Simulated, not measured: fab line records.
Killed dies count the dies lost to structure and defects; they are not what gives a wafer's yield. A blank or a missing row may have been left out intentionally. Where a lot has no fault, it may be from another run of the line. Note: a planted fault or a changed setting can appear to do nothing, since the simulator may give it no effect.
Which tool is to blame? :: flow gf180mcu :: 42 wafers from 14 lots sampled at 4 of the route's 602 steps

== WHAT THE GAUGES SHOWED, per wafer ==
GF_STI_THK_MEAS_24. Usual: for STI_CVD_23_THK the level is 651 nm and the standard deviation is 5.6.
lot: L674
measured: day 2 15:14
on: film-metro-01
STI_CVD_23_THK (nm): 645 647 645
flag: 

lot: L675
measured: day 2 19:40
on: film-metro-02
STI_CVD_23_THK (nm): 651 643 656
flag: 

lot: L676
measured: day 3 01:07
on: film-metro-04
STI_CVD_23_THK (nm): 650 645 651
flag: 

lot: L677
measured: day 3 05:02
on: film-metro-01
STI_CVD_23_THK (nm): 641 653 646
flag: 

lot: L678
measured: day 3 11:35
on: film-metro-02
STI_CVD_23_THK (nm): 654 661 648
flag: 

lot: L679
measured: day 3 18:56
on: film-metro-04
STI_CVD_23_THK (nm): 642 645 647
flag: 

lot: L680
measured: day 3 20:48
on: film-metro-01
STI_CVD_23_THK (nm): 650 645 640
flag: 

lot: L681
measured: day 4 02:16
on: film-metro-01
STI_CVD_23_THK (nm): 649 647 649
flag: 

lot: L687
measured: day 5 09:07
on: film-metro-02
STI_CVD_23_THK (nm): 646 654 655
flag: 

lot: L688
measured: day 5 13:02
on: film-metro-02
STI_CVD_23_THK (nm): 652 659 660
flag: 

lot: L689
measured: day 5 18:57
on: film-metro-02
STI_CVD_23_THK (nm): 659 661 653
flag: 

lot: L691
measured: day 6 06:14
on: film-metro-01
STI_CVD_23_THK (nm): 658 649 668
flag: 

lot: L692
measured: day 6 11:13
on: film-metro-02
STI_CVD_23_THK (nm): 649 647 655
flag: 

lot: L693
measured: day 6 20:31
on: film-metro-04
STI_CVD_23_THK (nm): 659 652 641
flag: 

GF_MVSD_TW_MEAS_11. Usual: for MVSD_TW the level is 1584 and the standard deviation is 25.
lot: L674
measured: day 4 23:00
on: film-metro-01
MVSD_TW: 1624 1622 1623
flag: 

lot: L675
measured: day 5 04:35
on: film-metro-04
MVSD_TW: 1579 1574 1573
flag: 

lot: L676
measured: day 5 09:56
on: film-metro-03
MVSD_TW: 1566 1564 1572
flag: 

lot: L677
measured: day 5 14:25
on: film-metro-04
MVSD_TW: 1567 1570 1574
flag: 

lot: L678
measured: day 5 21:43
on: film-metro-04
MVSD_TW: 1576 1573 1566
flag: 

lot: L679
measured: day 6 08:19
on: film-metro-03
MVSD_TW: 1575 1566 1575
flag: 

lot: L680
measured: day 6 12:11
on: film-metro-01
MVSD_TW: 1620 1625 1630
flag: 

lot: L681
measured: day 6 16:08
on: film-metro-03
MVSD_TW: 1573 1562 1562
flag: 

lot: L687
measured: day 8 02:49
on: film-metro-01
MVSD_TW: 1622 1626 1633
flag: 

lot: L688
measured: day 8 05:44
on: film-metro-03
MVSD_TW: 1577 1576 1583
flag: 

lot: L689
measured: day 8 13:20
on: film-metro-04
MVSD_TW: 1559 1572 1571
flag: 

lot: L691
measured: day 9 01:28
on: film-metro-04
MVSD_TW: 1562 1566 1569
flag: 

lot: L692
measured: day 9 09:47
on: film-metro-03
MVSD_TW: 1565 1563 1567
flag: 

lot: L693
measured: day 9 21:17
on: film-metro-03
MVSD_TW: 1563 1557 1569
flag: 

== WHICH TOOL RAN EACH LOT (tool, then ch and the chambers of the sampled wafers, then the start) ==
lot: L674
GF_STI_WET_ETCH_28: wet-bench-04 ch 1, day 2 16:10
GF_LVPWELL_STRIP_10: plasma-asher-01 ch 0,1, day 4 09:39

lot: L675
GF_STI_WET_ETCH_28: wet-bench-03 ch 1, day 2 20:35
GF_LVPWELL_STRIP_10: plasma-asher-01 ch 0,1, day 4 14:12

lot: L676
GF_STI_WET_ETCH_28: wet-bench-01 ch 2, day 3 02:10
GF_LVPWELL_STRIP_10: plasma-asher-01 ch 0,1, day 4 19:48

lot: L677
GF_STI_WET_ETCH_28: wet-bench-03 ch 3, day 3 05:58
GF_LVPWELL_STRIP_10: plasma-asher-02 ch 0,1, day 5 00:00

lot: L678
GF_STI_WET_ETCH_28: wet-bench-03 ch 1, day 3 12:31
GF_LVPWELL_STRIP_10: plasma-asher-04 ch 0,1, day 5 07:03

lot: L679
GF_STI_WET_ETCH_28: wet-bench-04 ch 3, day 3 22:08
GF_LVPWELL_STRIP_10: plasma-asher-01 ch 0,1, day 5 16:52

lot: L680
GF_STI_WET_ETCH_28: wet-bench-03 ch 3, day 3 23:40
GF_LVPWELL_STRIP_10: plasma-asher-01 ch 0,1, day 5 20:54

lot: L681
GF_STI_WET_ETCH_28: wet-bench-03 ch 0, day 4 03:11
GF_LVPWELL_STRIP_10: plasma-asher-01 ch 0,1, day 6 00:27

lot: L687
GF_STI_WET_ETCH_28: wet-bench-03 ch 1, day 5 10:04
GF_LVPWELL_STRIP_10: plasma-asher-02 ch 0, day 7 09:30

lot: L688
GF_STI_WET_ETCH_28: wet-bench-03 ch 1, day 5 13:58
GF_LVPWELL_STRIP_10: plasma-asher-04 ch 0,1, day 7 13:27

lot: L689
GF_STI_WET_ETCH_28: wet-bench-03 ch 1, day 5 20:23
GF_LVPWELL_STRIP_10: plasma-asher-01 ch 0,1, day 7 20:15

lot: L691
GF_STI_WET_ETCH_28: wet-bench-01 ch 3, day 6 07:10
GF_LVPWELL_STRIP_10: plasma-asher-04 ch 0,1, day 8 07:57

lot: L692
GF_STI_WET_ETCH_28: wet-bench-01 ch 2, day 6 12:10
GF_LVPWELL_STRIP_10: plasma-asher-02 ch 0,1, day 8 15:56

lot: L693
GF_STI_WET_ETCH_28: wet-bench-01 ch 3, day 6 21:27
GF_LVPWELL_STRIP_10: plasma-asher-04 ch 0,1, day 9 03:00
- GF_STI_WET_ETCH_28: etches SiO2 in dHF, target depth 20 nm, time 40 s.
- GF_LVPWELL_STRIP_10: strips in O2/N2.

== WHAT THE TOOLS THEMSELVES READ (means of the sampled wafers that have a number; where no wafer has one, the mark that the record gives instead) ==
GF_STI_WET_ETCH_28. Usual: 67.7 s for run-length-s, sd 2.5.
lot: L674
tool: wet-bench-04
run-length-s (s): 66.2
flag: 

lot: L675
tool: wet-bench-03
run-length-s (s): 67.2
flag: 

lot: L676
tool: wet-bench-01
run-length-s (s): 65.8
flag: 

lot: L677
tool: wet-bench-03
run-length-s (s): 66.1
flag: 

lot: L678
tool: wet-bench-03
run-length-s (s): 66.8
flag: 

lot: L679
tool: wet-bench-04
run-length-s (s): 66.3
flag: 

lot: L680
tool: wet-bench-03
run-length-s (s): 72.1
flag: 

lot: L681
tool: wet-bench-03
run-length-s (s): 72.3
flag: 

lot: L687
tool: wet-bench-03
run-length-s (s): 44.5
flag: OFF

lot: L688
tool: wet-bench-03
run-length-s (s): 51.0
flag: OFF

lot: L689
tool: wet-bench-03
run-length-s (s): 44.8
flag: OFF

lot: L691
tool: wet-bench-01
run-length-s (s): 66.4
flag: 

lot: L692
tool: wet-bench-01
run-length-s (s): 65.3
flag: 

lot: L693
tool: wet-bench-01
run-length-s (s): 67.4
flag: 

GF_LVPWELL_STRIP_10. Usual: drypump-motor-current-A 5.81 A, standard deviation 0.23; heater-power-w 350 W, standard deviation 16; oes-product-au 0.722 a.u., standard deviation 0.0047; strip-time-to-endpoint-s 37.02 s, standard deviation 0.11.
lot: L674
tool: plasma-asher-01
drypump-motor-current-A (A): 5.72
heater-power-w (W): 336
oes-product-au (a.u.): 0.717
strip-time-to-endpoint-s (s): 37.14
flag: 

lot: L675
tool: plasma-asher-01
drypump-motor-current-A (A): 5.72
heater-power-w (W): 338
oes-product-au (a.u.): 0.719
strip-time-to-endpoint-s (s): 37.03
flag: 

lot: L676
tool: plasma-asher-01
drypump-motor-current-A (A): 5.72
heater-power-w (W): 339
oes-product-au (a.u.): 0.719
strip-time-to-endpoint-s (s): 37.04
flag: 

lot: L677
tool: plasma-asher-02
drypump-motor-current-A (A): 6.02
heater-power-w (W): 355
oes-product-au (a.u.): 0.729
strip-time-to-endpoint-s (s): 36.87
flag: 

lot: L678
tool: plasma-asher-04
drypump-motor-current-A (A): 5.80
heater-power-w (W): 358
oes-product-au (a.u.): 0.720
strip-time-to-endpoint-s (s): 36.99
flag: 

lot: L679
tool: plasma-asher-01
drypump-motor-current-A (A): 5.87
heater-power-w (W): 331
oes-product-au (a.u.): 0.721
strip-time-to-endpoint-s (s): 36.97
flag: 

lot: L680
tool: plasma-asher-01
drypump-motor-current-A (A): 5.87
heater-power-w (W): 341
oes-product-au (a.u.): 0.721
strip-time-to-endpoint-s (s): 37.02
flag: 

lot: L681
tool: plasma-asher-01
drypump-motor-current-A (A): 5.86
heater-power-w (W): 338
oes-product-au (a.u.): 0.722
strip-time-to-endpoint-s (s): 37.06
flag: 

lot: L687
tool: plasma-asher-02
drypump-motor-current-A (A): 5.79
heater-power-w (W): 327
oes-product-au (a.u.): 0.727
strip-time-to-endpoint-s (s): 37.06
flag: 

lot: L688
tool: plasma-asher-04
drypump-motor-current-A (A): 5.65
heater-power-w (W): 359
oes-product-au (a.u.): 0.727
strip-time-to-endpoint-s (s): 36.88
flag: 

lot: L689
tool: plasma-asher-01
drypump-motor-current-A (A): 5.74
heater-power-w (W): 339
oes-product-au (a.u.): 0.723
strip-time-to-endpoint-s (s): 37.11
flag: 

lot: L691
tool: plasma-asher-04
drypump-motor-current-A (A): 5.65
heater-power-w (W): 359
oes-product-au (a.u.): 0.722
strip-time-to-endpoint-s (s): 37.13
flag: 

lot: L692
tool: plasma-asher-02
drypump-motor-current-A (A): 6.03
heater-power-w (W): 355
oes-product-au (a.u.): 0.723
strip-time-to-endpoint-s (s): 37.08
flag: 

lot: L693
tool: plasma-asher-04
drypump-motor-current-A (A): 5.80
heater-power-w (W): 359
oes-product-au (a.u.): 0.721
strip-time-to-endpoint-s (s): 37.02
flag: 

== THE ANSWER, worked out from the rows above alone ==
Rule: lot off if the mean of its wafers having a number is beyond 3 standard deviations from the usual mean. Also off: a lot with no number at a reading for which 4 or more lots have one. All remaining lots with rows at the step are treated as sound. First the gauges in route order, then the tools' own readings, where a lot's mean is used as printed above. The first step at which some lot is off is used, and at that step the reading that is off furthest; a lot without a number counts as furthest.
Off: L687, L688, L689, at GF_STI_WET_ETCH_28 (run-length-s).
A tool fits if, at that step or a process step before it, it ran every lot that is off, and no sound lot after the first of them. One candidate fits, namely wet-bench-03 at GF_STI_WET_ETCH_28. Its last sound lot is L681 (day 4 03:11), its first lot that is off L687 (day 5 10:04): a fault that began between those two fits.
On the lots that are off, the tool's own readings at GF_STI_WET_ETCH_28 differ by more than 5 times the standard deviation of the sound lots' means, which bears it out; run-length-s reads 46.8 s there versus 67.4 s on the sound lots.

== WHAT THE SIMULATOR PUT IN ==
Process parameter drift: wet-bench-03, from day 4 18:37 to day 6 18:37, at GF_STI_WET_ETCH_28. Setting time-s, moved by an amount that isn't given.
Struck lots among those shown: L687, L688, L689. The rule given above showed the same thing.
